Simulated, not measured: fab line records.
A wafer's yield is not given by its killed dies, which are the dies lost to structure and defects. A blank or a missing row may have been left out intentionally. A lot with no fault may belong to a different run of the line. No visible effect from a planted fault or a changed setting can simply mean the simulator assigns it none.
Problem report in the 8D (eight disciplines) form, filled by code + flow sfq line + the parts of the form that need people (team, actions taken, sign-off) are left out

== 1. THE PROBLEM ==
Mean of oes product au at SFQ_TRILAYER_I3_VIA_ETCH_VIA_ETCH_088: 0.374 a.u. across 9 wafers in 3 lots; on wafers with no fault it is 0.855 a.u. (standard deviation 0.0051). Relative to the usual mean, that is a shift of -94 standard deviations.
The step: etches SiO2 in CHF3, stops on Nb, target depth 260 nm.
First seen on wafer L934.1, day 36 20:55, on rie diel-01. Wafers with a number at this step in the record: 45, from 15 lots. By rule, "out" or "out of limits" means more than 4 standard deviations away from the usual mean. All remaining wafers that have a number are taken as sound.

== 2. WHAT IT IS, WHAT IT ISN'T ==
| question                    | is                                    | is not                                                                                             |
|-----------------------------|---------------------------------------|----------------------------------------------------------------------------------------------------|
| which readings at this step | oes product au                        | drypump motor current A                                                                            |
| which lots                  | L934, L935, L936                      | L923, L927, L928, L929, L930, L933, L938, L941, L942, L943, L944, L945                             |
| which wafers of those lots  | all that have a number                | -                                                                                                  |
| read on which tools         | rie diel-01, rie diel-02, rie diel-03 | -                                                                                                  |
| when                        | from day 36 20:55                     | up to then (18 sound wafers); but 18 sound wafers of L938, L941, L942, L943, L944, L945 came after |

== 3. SUSPECTS, AND WHAT RULES EACH OUT ==
Counting: a tool at a process step up to the reading stays a suspect if it ran every lot that is out and no sound lot after the first of them.
- pecvd-03 at SFQ_TRILAYER_I3_DEP_PECVD_081 (deposits SiO2 from SiH4/N2O, time 111.11 s, target thk 500 nm): ruled out as a lasting fault. The sound lots L938, L941 went through it after L934, its earliest lot that is out (day 33 18:20).
Left after counting: nothing in the record.

== 4. THE CAUSE (what the simulator had put in) ==
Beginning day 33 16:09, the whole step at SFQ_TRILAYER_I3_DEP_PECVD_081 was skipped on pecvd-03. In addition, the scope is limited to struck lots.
Counting ruled it out, wrongly: the rule takes a fault to strike every lot that its tool runs from its start on, and this one did not.

== 5. THE CHAIN OF EFFECTS, in route order ==
Each row: a reading where the mean over the struck wafers with a number is more than 3 standard deviations away from the usual. Only readings for which the record gives a usual standard deviation are gone through. hours: the time from each lot's start at the first step in this table that gives one to its start at this step, as a median over the lots. sigmas: the change in usual standard deviations.
| hours | step                                  | reading        | usual      | on struck wafers | change | sigmas |
|-------|---------------------------------------|----------------|------------|------------------|--------|--------|
| 0     | SFQ_TRILAYER_I3_VIA_ETCH_VIA_ETCH_088 | oes product au | 0.855 a.u. | 0.374            | -0.481 | -94    |
Its process steps:
- SFQ_TRILAYER_I3_VIA_ETCH_VIA_ETCH_088: etches SiO2 in CHF3, stops on Nb, target depth 260 nm.
Readings that are blank on the struck wafers while sound wafers have them: chamber pressure Torr at SFQ_TRILAYER_I3_DEP_PECVD_081; heater power outer w at SFQ_TRILAYER_I3_DEP_PECVD_081; heater power w at SFQ_TRILAYER_I3_DEP_PECVD_081; throttle valve pct at SFQ_TRILAYER_I3_DEP_PECVD_081; exposure dose mJ cm2 at SFQ_TRILAYER_M4_LITHO_EXPOSE_094; focus offset nm at SFQ_TRILAYER_M4_LITHO_EXPOSE_094; stage vel mm s at SFQ_TRILAYER_M4_LITHO_EXPOSE_094.

== 6. WHAT WOULD HAVE CAUGHT IT SOONER ==
77 hours passed between the start of the fault at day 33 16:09 and the first reading out of limits in this record, taken at day 36 20:55.
At SFQ_TRILAYER_I3_DEP_PECVD_081 the tool's readings are blank on the struck wafers, where sound wafers have them: an empty tool record is the first sign, and it was there at once.
